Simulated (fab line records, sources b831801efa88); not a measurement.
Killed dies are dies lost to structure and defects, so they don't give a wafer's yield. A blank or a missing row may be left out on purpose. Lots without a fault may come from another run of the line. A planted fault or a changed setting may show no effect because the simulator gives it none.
Problem report in the 8D (eight disciplines) form, filled by code | flow gf180mcu | the parts of the form that need people (team, actions taken, sign-off) are left out

1. THE PROBLEM
NWELL_TW at GF_NWELL_TW_MEAS_11 reads a mean of 1955 on 1 wafer of 1 lot; wafers without a fault read 1565 with a standard deviation of 12. That is +32 standard deviations from the usual mean.
First seen on wafer L677.6, day 6 12:49, on film_metro-02. The record holds 33 wafers of 11 lots with a number at this step. Rule for "out", or "out of limits": more than 4 standard deviations from the usual mean. The other wafers with a number count as sound.

2. WHAT IT IS AND WHAT IT IS NOT
question                    | is               | is not
which readings at this step | NWELL_TW         | -
which lots                  | L677             | L663, L664, L665, L668, L669, L670, L671, L673, L675, L680
which wafers of those lots  | L677.6           | L677.1, L677.5
read on which gauges        | film_metro-02    | film_metro-03, film_metro-04
when                        | from day 6 12:49 | up to then (29 sound wafers); but 3 sound wafers of L680 came after

3. SUSPECTS, AND WHAT RULES EACH OUT
Counting: a tool at a process step up to the reading stays a suspect if it ran every lot that is out. Sound lots after the first of them don't rule it out here, since some wafers of a struck lot are sound.
- the gauge at GF_NWELL_TW_MEAS_11: ruled out. All the wafers that are out were read on film_metro-02, but those of them that GF_DNWELL_STRIP_08 has rows for are out there too, on other tools.
- litho_track-01 at GF_DNWELL_COAT_02 (resist thk 3000 nm): kept. It ran the lot that is out, L677 (day 5 13:20); its last sound lot up to then is L673 (day 4 16:47).
- plasma_asher-02 at GF_DNWELL_STRIP_08 (strips in O2/N2): kept. It ran the lot that is out, L677 (day 5 21:25); its last sound lot up to then is L675 (day 5 11:49). Its own readings are out on those wafers: strip_time_to_endpoint_s.
Left after counting: litho_track-01 at GF_DNWELL_COAT_02, plasma_asher-02 at GF_DNWELL_STRIP_08.

4. THE CAUSE (what the simulator had put in)
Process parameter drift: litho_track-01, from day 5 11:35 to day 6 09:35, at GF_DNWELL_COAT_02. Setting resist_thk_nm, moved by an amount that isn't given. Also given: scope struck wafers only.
Counting left 2 suspects, and this tool is among them.

5. THE CHAIN OF EFFECTS, in route order
Each row: a reading whose mean over the struck wafers that have a number lies more than 3 standard deviations from the usual. Only readings for which the record gives a usual standard deviation are gone through. hours: the time from each lot's start at the first step in this table that gives one to its start at this step, as a median over the lots. sigmas: the change in usual standard deviations.
hours | step                  | reading                  | usual   | on struck wafers | change | sigmas
0     | GF_DNWELL_STRIP_08    | strip_time_to_endpoint_s | 36.97 s | 14.21            | -22.76 | -99 or more
15    | GF_NWELL_TW_MEAS_11   | NWELL_TW                 | 1565    | 1955             | +390   | +32
31    | GF_LVPWELL_TW_MEAS_11 | LVPWELL_TW               | 555     | 1541             | +986   | +99 or more
47    | GF_MVSD_TW_MEAS_11    | MVSD_TW                  | 1568    | 1898             | +330   | +25
The process steps in it:
- GF_DNWELL_STRIP_08: strips in O2/N2.
Later measuring or inspecting steps at which every struck wafer that the step has a row for has a number for every such reading, and none has moved that far: GF_VT_IMPLANT_OVL_MEAS_40, GF_HV_LDD_CD_MEAS_31.

6. WHAT WOULD HAVE CAUGHT IT SOONER
In this record the first reading out of limits at a measuring or inspecting step was taken at day 6 12:49, 25 hours after the fault began at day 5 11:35.
All the lots that are out (1) had begun GF_DNWELL_COAT_02 on litho_track-01 by day 6 12:49. A hold on the tool at that time would have spared none of them.
